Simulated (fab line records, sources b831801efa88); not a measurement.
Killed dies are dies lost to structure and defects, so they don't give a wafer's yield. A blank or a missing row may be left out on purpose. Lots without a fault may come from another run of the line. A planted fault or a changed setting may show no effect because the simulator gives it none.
fab line records | flow sky130
record lots=13 wafers=39 last_day=50
route steps=708 shown POLY_CUT@318 SD_N@346 LI_CONTACT@365 PAD_OPEN@708
lots that met no fault: from a run of the same line without faults
start_h: hours from the record's first day to the start of the lot's first wafer shown | wait_h: hours since the lot's step before | " the same as in the row above | L1.1+2: a row that stands for several wafers | - no value, or no start given | * or withheld: withheld | < > ~ a bound
route shown NAME@n: a module of which the file shows steps, and the number in the route of the first | usual: mean/standard deviation of fault-free wafers | same: alike in all rows | chamber/n: place in a boat | sites: the reading at each site | _std_site: their standard deviation | _edge_site: outer sites' mean less inner sites' | radius_mm: how far each site lies from the wafer's centre | mask NAME#n: copy n | behind: the tool/chamber that last shaped the wafer | hold: why the lot was held/for how many hours/how that ended | device: the transistor (n, p or np) that didn't switch | end of line: the same wafers' tests at the end of the route | a step without rows: its recipe alone | killed: dies lost to structure and defects at the first sort, not the wafer's yield | map: a wafer's dies, x killed, . not, _ none there
set.NAME: the setting as run; set.NAME@STEP: as run at that earlier step | model.NAME: the simulator's own value behind a step, which no gauge read
steps of the route over a sample of lots; a table a step, a row a wafer
services: from which hour (start_h, from the record's first day; less than 0 if before it) a tool's chamber was out of use, for how many hours, and why
## steps
# step SKY_POLY_CUT_ETCH_11
# recipe target=Si3N4 chemistry=CF4/CH2F2/Ar stop_on=poly-Si source_w=600 bias_w=150 pressure_mtorr=40 cf4_flow_sccm=40 ch2f2_flow_sccm=20 Ar_flow_sccm=150 time_s=42.5 target_depth_a=600
# usual drypump_motor_current_A=5.8/0.31 oes_product_au=0.831/0.0062 throttle_valve_pct=14.993/0.0087
# columns lot.wafer tool chamber start_h wait_h drypump_motor_current_A oes_product_au rf_hours_counter_h throttle_valve_pct
L994.1 rie_diel-03 3 554.26 0.0 5.4 0.832 13 14.987
L994.5 " 2 " " 6.4 0.833 - 14.984
L994.6 " 3 " " 5.4 0.835 - 14.978
L995.1 rie_diel-02 0 564.75 0.0 5.1 0.835 58 14.994
L995.2 " 2 " " 5.7 0.837 13 15.002
L995.5 " 2 " " 5.7 0.835 - 14.992
L996.1 rie_diel-04 3 577.90 0.0 5.9 0.837 14 14.989
L996.2 " 2 " " 6.2 0.833 42 14.982
L996.4 " 1 " " 5.8 0.842 4 15.000
L998.3 rie_diel-03 3 587.10 0.0 5.4 0.823 13 15.005
L998.4 " 0 " " 5.7 0.828 2 15.000
L998.6 " 1 " " 5.6 0.825 - 14.986
L999.2 rie_diel-04 1 603.55 0.0 5.8 0.824 5 15.001
L999.4 " 0 " " 5.5 0.839 1 15.000
L999.5 " 3 " " 5.8 0.819 - 14.997
L100.3 rie_diel-03 2 604.36 0.0 6.4 0.826 0 15.004
L100.5 " 2 " " 6.4 0.831 - 14.994
L100.6 " 0 " " 5.6 0.831 - 14.989
L101.2 rie_diel-02 3 614.76 0.0 5.9 0.828 38 14.996
L101.5 " 1 " " 5.6 0.826 - 14.987
L101.6 " 2 " " 5.7 0.831 - 14.995
L102.3 rie_diel-04 3 619.61 0.0 5.9 0.824 15 15.006
L102.4 " 2 " " 6.2 0.834 43 14.988
L102.5 " 0 " " 5.4 0.829 - 14.996
L105.1 rie_diel-04 1 644.51 0.0 5.8 0.824 5 14.998
L105.3 " 0 " " 5.5 0.817 2 14.975
L105.5 " 0 " " 5.5 0.829 - 14.989
L106.2 rie_diel-04 2 661.36 0.0 6.2 0.831 44 14.992
L106.3 " 1 " " 5.8 0.825 6 14.977
L106.6 " 1 " " 5.8 0.835 - 14.992
L107.2 rie_diel-04 2 670.31 0.0 6.2 0.834 44 14.972
L107.5 " 2 " " 6.2 0.831 - 15.000
L107.6 " 1 " " 5.9 0.840 - 14.985
L114.2 rie_diel-04 3 733.00 0.0 5.8 0.833 18 14.988
L114.4 " 1 " " 5.8 0.825 8 14.992
L114.6 " 0 " " 5.5 0.827 - 14.993
L116.2 rie_diel-03 2 735.61 0.0 6.4 0.814 4 14.986
L116.3 " 0 " " 5.7 0.835 5 14.990
L116.5 " 1 " " 5.6 0.829 - 15.004
# step SKY_SD_N_EXPOSE_04
# recipe mask_id=NSDM na=0.6 source_shape=conventional sigma_outer=0.6 polarization=unpolarized target_cd_nm=380 dose_mj=141
# columns lot.wafer tool chamber start_h wait_h mask
L994.1+5+6 iline_stepper-02 0 628.18 - NSDM#0
L995.1+2+5 iline_stepper-02 0 638.41 - NSDM#0
L996.1+2+4 iline_stepper-02 0 650.06 - NSDM#0
L998.3+4+6 iline_stepper-02 0 660.23 - NSDM#0
L999.2+4+5 iline_stepper-02 0 675.13 - NSDM#0
L100.3+5+6 iline_stepper-02 0 676.05 - NSDM#0
L101.2+5+6 iline_stepper-01 0 685.46 - NSDM#0
L102.3+4+5 iline_stepper-02 0 691.07 - NSDM#0
L105.1+3+5 iline_stepper-01 0 713.51 - NSDM#0
L106.2+3+6 iline_stepper-02 0 729.81 - NSDM#0
L107.2+5+6 iline_stepper-02 0 738.52 - NSDM#0
L114.2+4+6 iline_stepper-01 0 800.75 - NSDM#0
L116.2+3+5 iline_stepper-01 0 803.37 - NSDM#0
# step SKY_SD_N_OVL_MEAS_08
# usual SD_N_OVL=-0.7/1.5
# columns lot.wafer tool chamber start_h wait_h SD_N_OVL[nm]
L994.1 overlay-02 - 642.02 0.1 -1.4
L994.5 " - " " -2.7
L994.6 " - " " -1.4
L995.1 overlay-01 - 651.83 0.1 -2.1
L995.2 " - " " -1.7
L995.5 " - " " -1.6
L996.1 overlay-01 - 664.53 0.1 -0.7
L996.2 " - " " 0.1
L996.4 " - " " -0.3
L998.3 overlay-02 - 673.65 0.1 -0.1
L998.4 " - " " -0.1
L998.6 " - " " -1.4
L999.2 overlay-01 - 689.09 0.1 -1.0
L999.4 " - " " 0.5
L999.5 " - " " -0.9
L100.3 overlay-01 - 690.28 0.1 173.0
L100.5 " - " " 174.4
L100.6 " - " " 171.0
L101.2 overlay-01 - 699.19 0.1 -0.1
L101.5 " - " " 0.7
L101.6 " - " " 0.8
L102.3 overlay-01 - 703.68 0.1 170.2
L102.4 " - " " 169.1
L102.5 " - " " 171.3
L105.1 overlay-01 - 727.33 0.1 -0.5
L105.3 " - " " 1.4
L105.5 " - " " -0.8
L106.2 overlay-01 - 743.84 0.1 171.2
L106.3 " - " " 171.7
L106.6 " - " " 172.8
L107.2 overlay-02 - 752.63 0.1 172.2
L107.5 " - " " 170.7
L107.6 " - " " 172.6
L114.2 overlay-02 - 812.89 0.1 -1.5
L114.4 " - " " 0.0
L114.6 " - " " -1.5
L116.2 overlay-01 - 815.69 0.1 -0.2
L116.3 " - " " -1.3
L116.5 " - " " -2.4
# step SKY_LI_CONTACT_BOW_MEAS_03
# recipe mode=bow
# usual LI_CONTACT_BOW=57/6.6
# columns lot.wafer tool chamber start_h wait_h LI_CONTACT_BOW[um]
L994.1 film_metro-03 - 643.58 0.2 58
L994.5 " - " " 66
L994.6 " - " " 69
L995.1 film_metro-01 - 653.44 0.2 65
L995.2 " - " " 57
L995.5 " - " " 56
L996.1 film_metro-01 - 666.09 0.1 60
L996.2 " - " " 46
L996.4 " - " " 61
L998.3 film_metro-03 - 675.23 0.1 60
L998.4 " - " " 60
L998.6 " - " " 62
L999.2 film_metro-01 - 690.66 0.2 65
L999.4 " - " " 59
L999.5 " - " " 54
L100.3 film_metro-01 - 691.92 0.1 59
L100.5 " - " " 51
L100.6 " - " " 47
L101.2 film_metro-03 - 700.76 0.3 49
L101.5 " - " " 53
L101.6 " - " " 42
L102.3 film_metro-03 - 705.30 0.2 52
L102.4 " - " " 53
L102.5 " - " " 57
L105.1 film_metro-01 - 728.96 0.2 66
L105.3 " - " " 56
L105.5 " - " " 68
L106.2 film_metro-03 - 745.76 0.2 50
L106.3 " - " " 47
L106.6 " - " " 60
L107.2 film_metro-01 - 754.20 0.1 54
L107.5 " - " " 58
L107.6 " - " " 65
L114.2 film_metro-03 - 814.75 0.3 45
L114.4 " - " " 58
L114.6 " - " " 51
L116.2 film_metro-01 - 817.26 0.1 55
L116.3 " - " " 62
L116.5 " - " " 54
# step SKY_LI_CONTACT_CD_MEAS_12
# recipe target_cd_nm=170
# usual cd_nm=169.6/1.3
# columns lot.wafer tool chamber start_h wait_h cd_nm
L994.1 cd_sem-02 - 671.66 - 170.8
L994.5 " - " " 170.6
L994.6 " - " " 171.1
L995.1 cd_sem-01 - 681.16 - 171.1
L995.2 " - " " 171.0
L995.5 " - " " 171.6
L996.1 cd_sem-01 - 693.56 - 169.8
L996.2 " - " " 170.2
L996.4 " - " " 169.0
L998.3 cd_sem-01 - 702.65 - 170.9
L998.4 " - " " 170.3
L998.6 " - " " 169.8
L999.2 cd_sem-01 - 718.03 - 169.9
L999.4 " - " " 170.7
L999.5 " - " " 171.3
L100.3 cd_sem-01 - 720.30 - 168.8
L100.5 " - " " 170.1
L100.6 " - " " 168.8
L101.2 cd_sem-01 - 727.77 - 170.5
L101.5 " - " " 169.2
L101.6 " - " " 169.3
L102.3 cd_sem-01 - 732.49 - 167.8
L102.4 " - " " 169.1
L102.5 " - " " 168.8
L105.1 cd_sem-01 - 755.60 - 169.9
L105.3 " - " " 172.0
L105.5 " - " " 170.6
L106.2 cd_sem-02 - 772.82 - 168.1
L106.3 " - " " 169.1
L106.6 " - " " 168.9
L107.2 cd_sem-01 - 781.33 - 167.2
L107.5 " - " " 167.0
L107.6 " - " " 166.1
L114.2 cd_sem-02 - 841.08 - 167.8
L114.4 " - " " 166.1
L114.6 " - " " 167.8
L116.2 cd_sem-01 - 843.93 - 167.9
L116.3 " - " " 167.6
L116.5 " - " " 168.7
# step SKY_PAD_OPEN_PROBE_99
# usual killed_at_M0_to_M3=42/6.3 killed_at_M4_up=3.2/1.9 killed_at_contacts=24/5.8 killed_at_front_end=15/4.3 killed_at_other=0.2/0.62 killed_dies=85/9.3 killed_on_rim=16/3.3 killed_open=46/6.8 killed_short=38/6.1
# same gross_dies=492 killed_at_back_side=0
# columns lot.wafer tool chamber start_h wait_h killed_at_M0_to_M3 killed_at_M4_up killed_at_contacts killed_at_front_end killed_at_other killed_dies killed_on_rim killed_open killed_short
L995.1 prober-01 - 1070.92 0.1 53 4 25 11 0 93 18 51 42
L995.2 prober-01 - 1070.97 0.1 48 5 30 6 0 89 14 45 44
L995.5 prober-01 - 1071.12 0.2 49 2 17 24 0 92 23 45 46
L999.2 prober-01 - 1096.96 0.1 48 3 20 19 0 90 16 52 37
L999.4 prober-01 - 1097.06 0.2 38 2 19 14 0 73 18 33 40
L999.5 prober-01 - 1097.11 0.2 36 3 22 16 0 77 16 32 44
L100.3 prober-02 - 1101.24 0.2 33 3 16 272 1 325 64 35 27
L100.5 prober-02 - 1101.34 0.2 45 2 15 262 0 324 67 35 42
L100.6 prober-02 - 1101.39 0.2 40 1 20 259 1 321 66 37 33
L101.2 prober-01 - 1108.52 0.1 30 4 22 14 0 70 11 41 29
L101.5 prober-01 - 1108.67 0.2 35 3 46 11 0 95 11 52 42
L101.6 prober-01 - 1108.72 0.2 37 1 22 15 0 75 19 44 30
L102.3 prober-02 - 1112.96 0.2 44 3 31 256 0 334 70 56 40
L102.4 prober-02 - 1113.01 0.2 58 3 18 258 0 337 66 41 53
L102.5 prober-02 - 1113.06 0.2 37 4 25 273 0 339 66 43 39
L106.2 prober-02 - 1139.49 0.1 33 2 23 268 1 327 65 34 34
L106.3 prober-02 - 1139.54 0.2 32 2 18 298 0 350 70 43 30
L106.6 prober-02 - 1139.69 0.2 42 1 28 253 1 325 65 44 37
L107.2 prober-01 - 1146.43 0.1 49 2 22 257 0 330 61 48 38
L107.5 prober-01 - 1146.58 0.2 42 3 22 244 0 311 62 46 43
L107.6 prober-01 - 1146.63 0.2 39 4 20 260 0 323 62 42 35
L114.2 prober-02 - 1185.13 0.1 35 4 27 13 4 83 13 48 31
L114.4 prober-02 - 1185.23 0.2 41 3 22 10 1 77 12 47 29
L114.6 prober-02 - 1185.33 0.2 38 3 23 11 0 75 14 42 33
# killed by level:class
L995.1 METAL2:geometric_particle:short=11 VIA2:geometric_particle:open=11 LI_CONTACT:geometric_particle:open=8 CONTACT:geometric_particle:open=7 VIA3:geometric_particle:open=6 CONTACT:geometric_particle:short=5 VIA1:geometric_particle:open=5 POLY_GATE:geometric_particle:open=4
L995.2 VIA1:geometric_particle:open=12 METAL2:geometric_particle:short=8 VIA3:geometric_particle:open=8 CONTACT:geometric_particle:short=7 CONTACT:geometric_particle:open=7 LI_CONTACT:geometric_particle:open=6 VIA1:geometric_particle:short=6 VIA2:geometric_particle:open=6
L995.5 VIA1:geometric_particle:open=11 FIELD_ISO:geometric_particle:short=9 VIA2:geometric_particle:open=7 METAL2:geometric_particle:short=6 VIA3:geometric_particle:open=6 POLY_GATE:geometric_particle:open=5 CONTACT:geometric_particle:short=5 CONTACT:geometric_particle:open=5
L999.2 VIA1:geometric_particle:open=9 VIA2:geometric_particle:open=8 CONTACT:geometric_particle:open=7 METAL2:geometric_particle:short=7 VIA3:geometric_particle:open=6 POLY_GATE:geometric_particle:open=5 LI_CONTACT:geometric_particle:short=5 LI_CONTACT:geometric_particle:open=5
L999.4 VIA2:geometric_particle:open=7 VIA1:geometric_particle:open=6 CONTACT:geometric_particle:open=6 VIA2:geometric_particle:short=5 FIELD_ISO:geometric_particle:short=4 POLY_GATE:geometric_particle:short=4 LI_CONTACT:geometric_particle:open=4 LOCAL_INTERCONNECT:geometric_particle:short=4
L999.5 LI_CONTACT:geometric_particle:open=6 VIA2:geometric_particle:open=6 POLY_GATE:geometric_particle:short=5 POLY_GATE:geometric_particle:open=5 VIA1:geometric_particle:short=5 CONTACT:geometric_particle:short=5 METAL1:geometric_particle:short=5 CONTACT:geometric_particle:open=4
L100.3 SD_N:overlay=263 VIA1:geometric_particle:open=8 LI_CONTACT:geometric_particle:open=7 VIA3:geometric_particle:open=7 CONTACT:geometric_particle:open=6 METAL2:geometric_particle:short=6 VIA1:geometric_particle:short=5 FIELD_ISO:geometric_particle:short=4
L100.5 SD_N:overlay=247 VIA1:geometric_particle:open=10 METAL2:geometric_particle:short=7 VIA1:geometric_particle:short=6 LOCAL_INTERCONNECT:geometric_particle:short=5 CONTACT:geometric_particle:open=5 VIA2:geometric_particle:open=5 POLY_GATE:geometric_particle:open=4
L100.6 SD_N:overlay=251 VIA2:geometric_particle:open=7 CONTACT:geometric_particle:open=6 VIA1:geometric_particle:open=6 METAL2:geometric_particle:short=6 METAL3:geometric_particle:short=5 METAL1:geometric_particle:short=5 LI_CONTACT:geometric_particle:open=4
L101.2 VIA1:geometric_particle:open=9 CONTACT:geometric_particle:open=7 CONTACT:geometric_particle:short=6 FIELD_ISO:geometric_particle:open=5 VIA2:geometric_particle:open=5 LOCAL_INTERCONNECT:geometric_particle:short=4 POLY_GATE:geometric_particle:open=3 POLY_GATE:geometric_particle:short=3
L101.5 CONTACT:geometric_particle:open=18 LI_CONTACT:geometric_particle:open=11 VIA1:geometric_particle:open=9 CONTACT:geometric_particle:short=8 VIA1:geometric_particle:short=8 LI_CONTACT:geometric_particle:short=6 VIA3:geometric_particle:open=5 VIA2:geometric_particle:open=4
L101.6 CONTACT:geometric_particle:open=14 VIA1:geometric_particle:open=9 VIA2:geometric_particle:open=8 FIELD_ISO:geometric_particle:short=4 VIA3:geometric_particle:open=4 VIA2:geometric_particle:short=4 VIA1:geometric_particle:short=4 POLY_GATE:geometric_particle:open=3
L102.3 SD_N:overlay=238 CONTACT:geometric_particle:open=10 VIA1:geometric_particle:open=10 VIA3:geometric_particle:open=8 LI_CONTACT:geometric_particle:open=7 CONTACT:geometric_particle:short=6 VIA2:geometric_particle:open=6 LOCAL_INTERCONNECT:geometric_particle:short=5
L102.4 SD_N:overlay=242 VIA1:geometric_particle:open=10 VIA3:geometric_particle:open=9 METAL2:geometric_particle:short=9 METAL1:geometric_particle:short=8 VIA2:geometric_particle:open=8 FIELD_ISO:geometric_particle:short=5 POLY_GATE:geometric_particle:short=5
L102.5 SD_N:overlay=256 VIA3:geometric_particle:open=11 FIELD_ISO:geometric_particle:short=9 CONTACT:geometric_particle:open=9 VIA1:geometric_particle:open=9 CONTACT:geometric_particle:short=7 VIA1:geometric_particle:short=5 METAL2:geometric_particle:short=5
L106.2 SD_N:overlay=256 VIA1:geometric_particle:open=10 CONTACT:geometric_particle:open=7 LI_CONTACT:geometric_particle:open=6 CONTACT:geometric_particle:short=5 METAL1:geometric_particle:short=5 POLY_GATE:geometric_particle:short=4 VIA1:geometric_particle:short=4
L106.3 SD_N:overlay=277 VIA1:geometric_particle:open=10 FIELD_ISO:geometric_particle:open=8 CONTACT:geometric_particle:open=8 FIELD_ISO:geometric_particle:short=7 VIA3:geometric_particle:open=6 LI_CONTACT:geometric_particle:open=4 METAL1:geometric_particle:short=4
L106.6 SD_N:overlay=241 CONTACT:geometric_particle:open=11 LOCAL_INTERCONNECT:geometric_particle:short=8 VIA1:geometric_particle:open=8 VIA3:geometric_particle:short=6 LI_CONTACT:geometric_particle:open=5 METAL1:geometric_particle:short=5 VIA3:geometric_particle:open=5
L107.2 SD_N:overlay=244 CONTACT:geometric_particle:open=11 VIA1:geometric_particle:open=10 VIA1:geometric_particle:short=9 VIA2:geometric_particle:open=9 LI_CONTACT:geometric_particle:open=5 METAL1:geometric_particle:short=5 VIA3:geometric_particle:open=5
L107.5 SD_N:overlay=222 FIELD_ISO:geometric_particle:short=11 VIA1:geometric_particle:open=11 VIA3:geometric_particle:open=8 VIA2:geometric_particle:open=7 LOCAL_INTERCONNECT:geometric_particle:short=6 LI_CONTACT:geometric_particle:open=5 CONTACT:geometric_particle:open=5
L107.6 SD_N:overlay=246 VIA1:geometric_particle:open=14 CONTACT:geometric_particle:open=8 METAL1:geometric_particle:short=5 FIELD_ISO:geometric_particle:open=4 POLY_GATE:geometric_particle:open=4 LI_CONTACT:geometric_particle:short=4 CONTACT:geometric_particle:short=4
L114.2 CONTACT:geometric_particle:open=17 VIA1:geometric_particle:open=6 FIELD_ISO:geometric_particle:short=5 FIELD_ISO:geometric_particle:open=4 METAL1:geometric_particle:short=4 VIA2:geometric_particle:open=4 VIA3:geometric_particle:open=4 PAD_OPEN:coat_microbubble_printed=4
L114.4 VIA1:geometric_particle:open=15 CONTACT:geometric_particle:open=10 VIA3:geometric_particle:open=6 CONTACT:geometric_particle:short=5 METAL1:geometric_particle:short=5 METAL2:geometric_particle:short=4 VIA2:geometric_particle:open=4 POLY_GATE:geometric_particle:open=3
L114.6 VIA1:geometric_particle:open=14 CONTACT:geometric_particle:open=7 CONTACT:geometric_particle:short=5 VIA2:geometric_particle:open=5 LI_CONTACT:geometric_particle:open=4 SPACER:geometric_particle:open=3 LOCAL_INTERCONNECT:geometric_particle:short=3 METAL1:geometric_particle:short=3
## services
# columns tool chamber start_h hours kind
iline_stepper-02 - 535.13 8.1 repair
rie_diel-04 - 556.45 0.7 repair
iline_stepper-02 - 563.30 1.7 pm
rie_diel-03 0 568.02 10.1 repair
rie_diel-03 3 570.14 9.3 repair
rie_diel-03 1 570.46 2.8 repair
iline_stepper-01 - 590.09 1.7 pm
rie_diel-02 1 595.02 11.2 repair
rie_diel-03 1 602.88 14.8 repair
rie_diel-02 2 631.55 5.6 repair
rie_diel-03 1 644.66 34.4 repair
rie_diel-03 3 648.72 22.8 repair
iline_stepper-01 - 655.02 4.6 repair
rie_diel-02 1 667.54 9.7 repair
iline_stepper-02 - 683.43 2.1 repair
rie_diel-03 3 686.25 5.6 repair
rie_diel-03 0 691.78 2.7 repair
rie_diel-02 - 693.85 28.1 pm
rie_diel-03 1 711.09 3.8 repair
rie_diel-04 3 744.18 14.1 repair
rie_diel-02 2 747.98 4.2 repair
rie_diel-04 - 754.94 2.2 repair
rie_diel-03 0 769.39 13.0 repair
iline_stepper-02 - 781.48 1.7 pm
## key
first_sign step=SKY_SD_N_OVL_MEAS_08 reading=SD_N_OVL direction=up sigmas=99+ usual=-0.7 struck=171.7
effect step=SKY_PAD_OPEN_PROBE_99 reading=killed_at_front_end direction=up sigmas=58 usual=15 struck=263
more_kills_born_at SKY_SD_N_EXPOSE_04@iline_stepper-02=2983
met_at SKY_SD_N_EXPOSE_04
struck_lots L100,L102,L106,L107
tester_left_out L100,L102,L106,L107
not_acting_at SKY_POLY_CUT_ETCH_11,SKY_LI_CONTACT_BOW_MEAS_03,SKY_LI_CONTACT_CD_MEAS_12
onset_between 675.13 676.05
fault kind=scanner_matching_overlay tool=iline_stepper-02 chamber=- onset_h=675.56 steps=SKY_SD_N_EXPOSE_04 offset=171.71
# tester_left_out: of these lots the tester's yield and bins aren't shown, on N5 and GAA mostly nor the transistor test; their killed dies are dies lost to structure and defects alone, not to doping, threshold or leakage, so they don't give the yield
